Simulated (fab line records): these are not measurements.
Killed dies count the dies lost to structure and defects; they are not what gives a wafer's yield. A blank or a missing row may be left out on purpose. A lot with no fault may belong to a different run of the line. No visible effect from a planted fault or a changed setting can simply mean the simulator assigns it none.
Which tool did it? / flow gf180mcu / Sampling: 24 lots, 72 wafers, 5 of 602 route steps

## WHAT EACH GAUGE READ, for each wafer
GF_V5_THK_MEAS_03. Usual: V5_CVD_02_THK typically reads 1445 nm, with standard deviation 20.
lot=L074; measured=day 26 15:48; on=film-metro-03; V5_CVD_02_THK (nm)=1425 1433 1446; flag=
lot=L075; measured=day 26 16:19; on=film-metro-04; V5_CVD_02_THK (nm)=1468 1483 1488; flag=
lot=L076; measured=day 27 03:13; on=film-metro-03; V5_CVD_02_THK (nm)=1466 1491 1483; flag=
lot=L077; measured=day 27 14:40; on=film-metro-03; V5_CVD_02_THK (nm)=1447 1480 1477; flag=
lot=L078; measured=day 27 19:10; on=film-metro-04; V5_CVD_02_THK (nm)=1462 1473 1491; flag=
lot=L079; measured=day 27 19:53; on=film-metro-04; V5_CVD_02_THK (nm)=1412 1421 1438; flag=
lot=L080; measured=day 28 08:38; on=film-metro-01; V5_CVD_02_THK (nm)=1406 1428 1431; flag=
lot=L081; measured=day 28 15:08; on=film-metro-01; V5_CVD_02_THK (nm)=1464 1453 1478; flag=
lot=L082; measured=day 28 21:50; on=film-metro-01; V5_CVD_02_THK (nm)=1399 1453 1411; flag=
lot=L083; measured=day 29 03:41; on=film-metro-03; V5_CVD_02_THK (nm)=1425 1435 1439; flag=
lot=L084; measured=day 29 11:40; on=film-metro-03; V5_CVD_02_THK (nm)=1450 1457 1467; flag=
lot=L085; measured=day 29 21:12; on=film-metro-01; V5_CVD_02_THK (nm)=1415 1450 1431; flag=
lot=L086; measured=day 30 00:44; on=film-metro-03; V5_CVD_02_THK (nm)=1418 1436 1448; flag=
lot=L087; measured=day 30 14:17; on=film-metro-01; V5_CVD_02_THK (nm)=1436 1445 1453; flag=
lot=L088; measured=day 30 16:59; on=film-metro-03; V5_CVD_02_THK (nm)=1443 1422 1418; flag=
lot=L089; measured=day 30 19:20; on=film-metro-01; V5_CVD_02_THK (nm)=1436 1463 1437; flag=
lot=L090; measured=day 31 04:41; on=film-metro-03; V5_CVD_02_THK (nm)=1417 1460 1436; flag=
lot=L091; measured=day 31 10:36; on=film-metro-01; V5_CVD_02_THK (nm)=1441 1455 1444; flag=
lot=L092; measured=day 31 20:01; on=film-metro-01; V5_CVD_02_THK (nm)=1447 1433 1450; flag=
lot=L093; measured=day 31 22:08; on=film-metro-04; V5_CVD_02_THK (nm)=1430 1431 1443; flag=
lot=L094; measured=day 32 04:19; on=film-metro-03; V5_CVD_02_THK (nm)=1463 1480 1453; flag=
lot=L095; measured=day 32 12:51; on=film-metro-03; V5_CVD_02_THK (nm)=1431 1465 1459; flag=
lot=L096; measured=day 32 15:05; on=film-metro-04; V5_CVD_02_THK (nm)=1421 1420 1434; flag=
lot=L097; measured=day 32 20:25; on=film-metro-01; V5_CVD_02_THK (nm)=1433 1444 1469; flag=

GF_V5_THK_MEAS_25: measures by xrf. Usual: V5_W_THK typically reads 360 nm, with standard deviation 5.7.
lot=L074; measured=day 27 13:29; on=film-metro-03; V5_W_THK (nm)=363 360 364; flag=
lot=L075; measured=day 27 14:25; on=film-metro-04; V5_W_THK (nm)=349 351 348; flag=
lot=L076; measured=day 28 01:22; on=film-metro-04; V5_W_THK (nm)=357 355 358; flag=
lot=L077; measured=day 28 12:47; on=film-metro-03; V5_W_THK (nm)=354 364 358; flag=
lot=L078; measured=day 28 16:38; on=film-metro-01; V5_W_THK (nm)=358 350 359; flag=
lot=L079; measured=day 28 17:33; on=film-metro-03; V5_W_THK (nm)=355 359 362; flag=
lot=L080; measured=day 29 05:52; on=film-metro-03; V5_W_THK (nm)=368 364 372; flag=
lot=L081; measured=day 29 12:38; on=film-metro-01; V5_W_THK (nm)=363 361 357; flag=
lot=L082; measured=day 29 19:11; on=film-metro-01; V5_W_THK (nm)=357 356 355; flag=
lot=L083; measured=day 30 00:22; on=film-metro-01; V5_W_THK (nm)=357 365 358; flag=
lot=L084; measured=day 30 08:12; on=film-metro-03; V5_W_THK (nm)=363 363 365; flag=
lot=L085; measured=day 30 17:31; on=film-metro-01; V5_W_THK (nm)=364 363 363; flag=
lot=L086; measured=day 30 20:56; on=film-metro-01; V5_W_THK (nm)=370 365 367; flag=
lot=L087; measured=day 31 09:48; on=film-metro-01; V5_W_THK (nm)=364 363 357; flag=
lot=L088; measured=day 31 12:23; on=film-metro-01; V5_W_THK (nm)=356 355 365; flag=
lot=L089; measured=day 31 14:16; on=film-metro-04; V5_W_THK (nm)=347 353 351; flag=
lot=L090; measured=day 31 22:52; on=film-metro-03; V5_W_THK (nm)=358 363 360; flag=
lot=L091; measured=day 32 05:08; on=film-metro-04; V5_W_THK (nm)=354 354 356; flag=
lot=L092; measured=day 32 14:30; on=film-metro-04; V5_W_THK (nm)=362 359 362; flag=
lot=L093; measured=day 32 16:19; on=film-metro-04; V5_W_THK (nm)=359 360 359; flag=
lot=L094; measured=day 32 22:08; on=film-metro-03; V5_W_THK (nm)=367 367 364; flag=
lot=L095; measured=day 33 06:55; on=film-metro-01; V5_W_THK (nm)=355 350 348; flag=
lot=L096; measured=day 33 08:53; on=film-metro-03; V5_W_THK (nm)=372 365 369; flag=
lot=L097; measured=day 33 14:10; on=film-metro-03; V5_W_THK (nm)=364 369 364; flag=

GF_TOP_METAL_THK_MEAS_06: measures by xrf. Usual: TOP_METAL_ALCU_THK typically reads 906 nm, with standard deviation 12.
lot=L074; measured=day 27 14:11; on=film-metro-01; TOP_METAL_ALCU_THK (nm)=915 887 916; flag=
lot=L075; measured=day 27 15:07; on=film-metro-02; TOP_METAL_ALCU_THK (nm)=909 890 883; flag=
lot=L076; measured=day 28 02:04; on=film-metro-02; TOP_METAL_ALCU_THK (nm)=898 896 899; flag=
lot=L077; measured=day 28 13:29; on=film-metro-02; TOP_METAL_ALCU_THK (nm)=896 885 901; flag=
lot=L078; measured=day 28 17:26; on=film-metro-04; TOP_METAL_ALCU_THK (nm)=897 894 907; flag=
lot=L079; measured=day 28 18:17; on=film-metro-02; TOP_METAL_ALCU_THK (nm)=899 907 912; flag=
lot=L080; measured=day 29 06:34; on=film-metro-01; TOP_METAL_ALCU_THK (nm)=907 918 913; flag=
lot=L081; measured=day 29 13:20; on=film-metro-04; TOP_METAL_ALCU_THK (nm)=897 900 909; flag=
lot=L082; measured=day 29 19:53; on=film-metro-01; TOP_METAL_ALCU_THK (nm)=895 893 901; flag=
lot=L083; measured=day 30 01:13; on=film-metro-02; TOP_METAL_ALCU_THK (nm)=908 899 917; flag=
lot=L084; measured=day 30 08:54; on=film-metro-01; TOP_METAL_ALCU_THK (nm)=912 921 915; flag=
lot=L085; measured=day 30 18:13; on=film-metro-02; TOP_METAL_ALCU_THK (nm)=881 889 902; flag=
lot=L086; measured=day 30 21:38; on=film-metro-01; TOP_METAL_ALCU_THK (nm)=934 936 919; flag=
lot=L087; measured=day 31 10:30; on=film-metro-04; TOP_METAL_ALCU_THK (nm)=885 915 915; flag=
lot=L088; measured=day 31 13:19; on=film-metro-01; TOP_METAL_ALCU_THK (nm)=895 900 889; flag=
lot=L089; measured=day 31 14:58; on=film-metro-01; TOP_METAL_ALCU_THK (nm)=927 923 920; flag=
lot=L090; measured=day 31 23:34; on=film-metro-01; TOP_METAL_ALCU_THK (nm)=914 928 927; flag=
lot=L091; measured=day 32 05:50; on=film-metro-01; TOP_METAL_ALCU_THK (nm)=905 909 911; flag=
lot=L092; measured=day 32 15:12; on=film-metro-02; TOP_METAL_ALCU_THK (nm)=901 895 898; flag=
lot=L093; measured=day 32 17:01; on=film-metro-02; TOP_METAL_ALCU_THK (nm)=943 912 932; flag=
lot=L094; measured=day 32 22:50; on=film-metro-02; TOP_METAL_ALCU_THK (nm)=909 926 927; flag=
lot=L095; measured=day 33 07:37; on=film-metro-01; TOP_METAL_ALCU_THK (nm)=907 900 911; flag=
lot=L096; measured=day 33 09:35; on=film-metro-04; TOP_METAL_ALCU_THK (nm)=894 918 903; flag=
lot=L097; measured=day 33 14:52; on=film-metro-01; TOP_METAL_ALCU_THK (nm)=901 900 905; flag=

## WHAT TOOL EACH LOT RAN ON (gives the tool, then ch and the chambers of the sampled wafers, and finally the start)
lot=L074; GF_M4_SPUTTER_04=pvd-sputter-02, day 22 20:02; GF_MIM_SPUTTER_04=pvd-sputter-02, day 24 19:17
lot=L075; GF_M4_SPUTTER_04=pvd-sputter-02, day 22 20:59; GF_MIM_SPUTTER_04=pvd-sputter-03, day 24 20:42
lot=L076; GF_M4_SPUTTER_04=pvd-sputter-01, day 23 10:12; GF_MIM_SPUTTER_04=pvd-sputter-02, day 25 08:16
lot=L077; GF_M4_SPUTTER_04=pvd-sputter-02, day 23 21:17; GF_MIM_SPUTTER_04=pvd-sputter-02, day 25 19:18
lot=L078; GF_M4_SPUTTER_04=pvd-sputter-01, day 24 01:42; GF_MIM_SPUTTER_04=pvd-sputter-03, day 26 00:09
lot=L079; GF_M4_SPUTTER_04=pvd-sputter-01, day 24 03:11; GF_MIM_SPUTTER_04=pvd-sputter-03, day 26 00:58
lot=L080; GF_M4_SPUTTER_04=pvd-sputter-02, day 24 17:01; GF_MIM_SPUTTER_04=pvd-sputter-03, day 26 15:10
lot=L081; GF_M4_SPUTTER_04=pvd-sputter-02, day 24 23:35; GF_MIM_SPUTTER_04=pvd-sputter-03, day 26 20:34
lot=L082; GF_M4_SPUTTER_04=pvd-sputter-01, day 25 06:56; GF_MIM_SPUTTER_04=pvd-sputter-04, day 27 03:28
lot=L083; GF_M4_SPUTTER_04=pvd-sputter-01, day 25 13:47; GF_MIM_SPUTTER_04=pvd-sputter-02, day 27 10:09
lot=L084; GF_M4_SPUTTER_04=pvd-sputter-04, day 25 21:28; GF_MIM_SPUTTER_04=pvd-sputter-03, day 27 18:56
lot=L085; GF_M4_SPUTTER_04=pvd-sputter-01, day 26 08:22; GF_MIM_SPUTTER_04=pvd-sputter-04, day 28 04:37
lot=L086; GF_M4_SPUTTER_04=pvd-sputter-01, day 26 12:47; GF_MIM_SPUTTER_04=pvd-sputter-04, day 28 08:33
lot=L087; GF_M4_SPUTTER_04=pvd-sputter-01, day 27 02:32; GF_MIM_SPUTTER_04=pvd-sputter-02, day 28 21:48
lot=L088; GF_M4_SPUTTER_04=pvd-sputter-04, day 27 06:44; GF_MIM_SPUTTER_04=pvd-sputter-02, day 29 01:53
lot=L089; GF_M4_SPUTTER_04=pvd-sputter-04, day 27 09:59; GF_MIM_SPUTTER_04=pvd-sputter-04, day 29 04:38
lot=L090; GF_M4_SPUTTER_04=pvd-sputter-04, day 27 20:07; GF_MIM_SPUTTER_04=pvd-sputter-03, day 29 14:24
lot=L091; GF_M4_SPUTTER_04=pvd-sputter-01, day 28 03:13; GF_MIM_SPUTTER_04=pvd-sputter-04, day 29 20:39
lot=L092; GF_M4_SPUTTER_04=pvd-sputter-01, day 28 13:23; GF_MIM_SPUTTER_04=pvd-sputter-02, day 30 06:49
lot=L093; GF_M4_SPUTTER_04=pvd-sputter-04, day 28 15:08; GF_MIM_SPUTTER_04=pvd-sputter-03, day 30 09:00
lot=L094; GF_M4_SPUTTER_04=pvd-sputter-01, day 28 22:54; GF_MIM_SPUTTER_04=pvd-sputter-04, day 30 15:21
lot=L095; GF_M4_SPUTTER_04=pvd-sputter-01, day 29 09:32; GF_MIM_SPUTTER_04=pvd-sputter-03, day 31 00:40
lot=L096; GF_M4_SPUTTER_04=pvd-sputter-04, day 29 11:16; GF_MIM_SPUTTER_04=pvd-sputter-04, day 31 03:28
lot=L097; GF_M4_SPUTTER_04=pvd-sputter-01, day 29 17:38; GF_MIM_SPUTTER_04=pvd-sputter-04, day 31 09:37
- GF_M4_SPUTTER_04: material TiN, target thk 50 nm, time 41.7 s.
- GF_MIM_SPUTTER_04: material TiN, target thk 50 nm, time 41.7 s.

## WHAT THE TOOLS THEMSELVES READ (means of the sampled wafers that have a number; where no wafer has one, the mark that the record gives instead)
GF_M4_SPUTTER_04. Usual: throttle-valve-pct 30.3 %, standard deviation 0.79.
lot=L074; tool=pvd-sputter-02; throttle-valve-pct (%)=30.9; flag=
lot=L075; tool=pvd-sputter-02; throttle-valve-pct (%)=31.0; flag=
lot=L076; tool=pvd-sputter-01; throttle-valve-pct (%)=29.5; flag=
lot=L077; tool=pvd-sputter-02; throttle-valve-pct (%)=30.9; flag=
lot=L078; tool=pvd-sputter-01; throttle-valve-pct (%)=29.6; flag=
lot=L079; tool=pvd-sputter-01; throttle-valve-pct (%)=30.5; flag=
lot=L080; tool=pvd-sputter-02; throttle-valve-pct (%)=30.9; flag=
lot=L081; tool=pvd-sputter-02; throttle-valve-pct (%)=30.6; flag=
lot=L082; tool=pvd-sputter-01; throttle-valve-pct (%)=29.9; flag=
lot=L083; tool=pvd-sputter-01; throttle-valve-pct (%)=30.1; flag=
lot=L084; tool=pvd-sputter-04; throttle-valve-pct (%)=29.9; flag=
lot=L085; tool=pvd-sputter-01; throttle-valve-pct (%)=29.8; flag=
lot=L086; tool=pvd-sputter-01; throttle-valve-pct (%)=30.8; flag=
lot=L087; tool=pvd-sputter-01; throttle-valve-pct (%)=29.7; flag=
lot=L088; tool=pvd-sputter-04; throttle-valve-pct (%)=30.2; flag=
lot=L089; tool=pvd-sputter-04; throttle-valve-pct (%)=30.2; flag=
lot=L090; tool=pvd-sputter-04; throttle-valve-pct (%)=30.4; flag=
lot=L091; tool=pvd-sputter-01; throttle-valve-pct (%)=29.5; flag=
lot=L092; tool=pvd-sputter-01; throttle-valve-pct (%)=30.5; flag=
lot=L093; tool=pvd-sputter-04; throttle-valve-pct (%)=30.1; flag=
lot=L094; tool=pvd-sputter-01; throttle-valve-pct (%)=30.5; flag=
lot=L095; tool=pvd-sputter-01; throttle-valve-pct (%)=30.6; flag=
lot=L096; tool=pvd-sputter-04; throttle-valve-pct (%)=30.0; flag=
lot=L097; tool=pvd-sputter-01; throttle-valve-pct (%)=30.5; flag=

GF_MIM_SPUTTER_04. Usual: throttle-valve-pct 30.2 %, standard deviation 0.69.
lot=L074; tool=pvd-sputter-02; throttle-valve-pct (%)=31.1; flag=
lot=L075; tool=pvd-sputter-03; throttle-valve-pct (%)=29.6; flag=
lot=L076; tool=pvd-sputter-02; throttle-valve-pct (%)=30.7; flag=
lot=L077; tool=pvd-sputter-02; throttle-valve-pct (%)=30.9; flag=
lot=L078; tool=pvd-sputter-03; throttle-valve-pct (%)=29.8; flag=
lot=L079; tool=pvd-sputter-03; throttle-valve-pct (%)=29.9; flag=
lot=L080; tool=pvd-sputter-03; throttle-valve-pct (%)=30.1; flag=
lot=L081; tool=pvd-sputter-03; throttle-valve-pct (%)=29.7; flag=
lot=L082; tool=pvd-sputter-04; throttle-valve-pct (%)=30.3; flag=
lot=L083; tool=pvd-sputter-02; throttle-valve-pct (%)=31.0; flag=
lot=L084; tool=pvd-sputter-03; throttle-valve-pct (%)=29.7; flag=
lot=L085; tool=pvd-sputter-04; throttle-valve-pct (%)=29.7; flag=
lot=L086; tool=pvd-sputter-04; throttle-valve-pct (%)=30.7; flag=
lot=L087; tool=pvd-sputter-02; throttle-valve-pct (%)=30.6; flag=
lot=L088; tool=pvd-sputter-02; throttle-valve-pct (%)=31.0; flag=
lot=L089; tool=pvd-sputter-04; throttle-valve-pct (%)=30.1; flag=
lot=L090; tool=pvd-sputter-03; throttle-valve-pct (%)=29.7; flag=
lot=L091; tool=pvd-sputter-04; throttle-valve-pct (%)=29.9; flag=
lot=L092; tool=pvd-sputter-02; throttle-valve-pct (%)=30.7; flag=
lot=L093; tool=pvd-sputter-03; throttle-valve-pct (%)=29.7; flag=
lot=L094; tool=pvd-sputter-04; throttle-valve-pct (%)=29.9; flag=
lot=L095; tool=pvd-sputter-03; throttle-valve-pct (%)=29.6; flag=
lot=L096; tool=pvd-sputter-04; throttle-valve-pct (%)=29.8; flag=
lot=L097; tool=pvd-sputter-04; throttle-valve-pct (%)=30.5; flag=

## THE ANSWER, worked out from the rows above alone
Rule: a lot counts as off when the mean over its wafers that have a number is more than 3 standard deviations away from the usual mean. A lot without any number at a reading at which 4 lots or more have one is off too. The other lots that the step has rows for count as sound. After the gauges, taken in route order, come the tools' own readings; for these a lot's mean is taken, as printed above. The first step at which some lot is off is used, and at that step the reading that is off furthest; a lot without a number counts as furthest.
Nothing can be told from this: no lot is off at any reading shown.

## WHAT THE SIMULATOR HAD INSERTED
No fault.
